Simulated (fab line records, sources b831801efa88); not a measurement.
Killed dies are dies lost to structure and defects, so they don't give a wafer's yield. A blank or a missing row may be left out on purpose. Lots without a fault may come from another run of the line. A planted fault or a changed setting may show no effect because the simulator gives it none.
Chamber matching | flow gf180mcu | GF_V5_CVD_02 on pecvd-03: 3 sister chambers
The step deposits SiO2 from TEOS, target thk 1450 nm, time 163.28 s. 18 wafers are shown with their chamber, then 9 later ones without.

WAFERS WITH THEIR CHAMBER
wafer  | chamber | heater_power_w (W) | heater_power_outer_w (W) | rf_fwd_power_W (W)
L721.1 | 0       | 837                | 494                      | 594.0
L721.3 | 1       | 462                | 251                      | 601.5
L721.5 | 0       | 683                | 361                      | 595.7
L722.1 | 1       | 583                | 353                      | 598.4
L722.2 | 0       | 673                | 366                      | 601.2
L722.4 | 0       | 789                | 456                      | 599.1
L723.3 | 2       | 611                | 357                      | 602.8
L723.5 | 0       | 831                | 498                      | 597.1
L723.6 | 1       | 463                | 247                      | 597.3
L725.2 | 0       | 716                | 398                      | 596.0
L725.5 | 2       | 548                | 320                      | 599.4
L725.6 | 0       | 818                | 464                      | 595.0
L726.1 | 1       | 552                | 312                      | 593.5
L726.3 | 0       | 763                | 428                      | 602.8
L726.4 | 1       | 465                | 250                      | 598.1
L729.1 | 1       | 577                | 323                      | 594.3
L729.2 | 2       | 628                | 358                      | 597.5
L729.3 | 0       | 713                | 400                      | 594.7

SIGNATURES (means of the wafers above)
reading              | chamber 0 | chamber 1 | chamber 2 | scatter within a chamber
heater_power_w       | 758.11    | 517.00    | 595.67    | 60.1
heater_power_outer_w | 429.44    | 289.33    | 345.00    | 46.7
rf_fwd_power_W       | 597.289   | 597.183   | 599.900   | 2.98
Rule: a wafer's distance from a chamber is the root of the sum, over the readings, of the square of ((its reading less the chamber's mean) divided by the reading's scatter). The wafer belongs to the nearest chamber; if the next one is less than 2 further off, it can't be placed. The scatter: the root of (the sum of the squares of (reading less its chamber's mean) over the shown wafers, divided by (wafers less chambers)).

WAFERS WITHOUT THEIR CHAMBER
wafer  | heater_power_w (W) | heater_power_outer_w (W) | rf_fwd_power_W (W)
L731.1 | 737                | 416                      | 599.7
L731.2 | 693                | 416                      | 598.7
L731.5 | 563                | 317                      | 597.0
L743.2 | 686                | 413                      | 596.6
L743.3 | 849                | 466                      | 593.6
L743.5 | 458                | 256                      | 594.6
L744.2 | 844                | 497                      | 599.1
L744.3 | 578                | 328                      | 596.7
L744.5 | 680                | 358                      | 598.4

WHICH CHAMBER EACH WENT THROUGH
wafer  | from the rows above          | in truth
L731.1 | can't be placed: 0 or 2      | 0
L731.2 | can't be placed: 0 or 2      | 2
L731.5 | can't be placed: 1 or 2      | 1
L743.2 | can't be placed: 0 or 2      | 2
L743.3 | 0                            | 0
L743.5 | can't be placed: 1 or 2      | 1
L744.2 | 0                            | 0
L744.3 | can't be placed: 2 or 1      | 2
L744.5 | can't be placed: 2 or 0 or 1 | 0
Placed correctly: 2 of 9. Can't be placed from these rows: 7 (the true chamber is among the candidates in 7). Placed wrongly: 0.
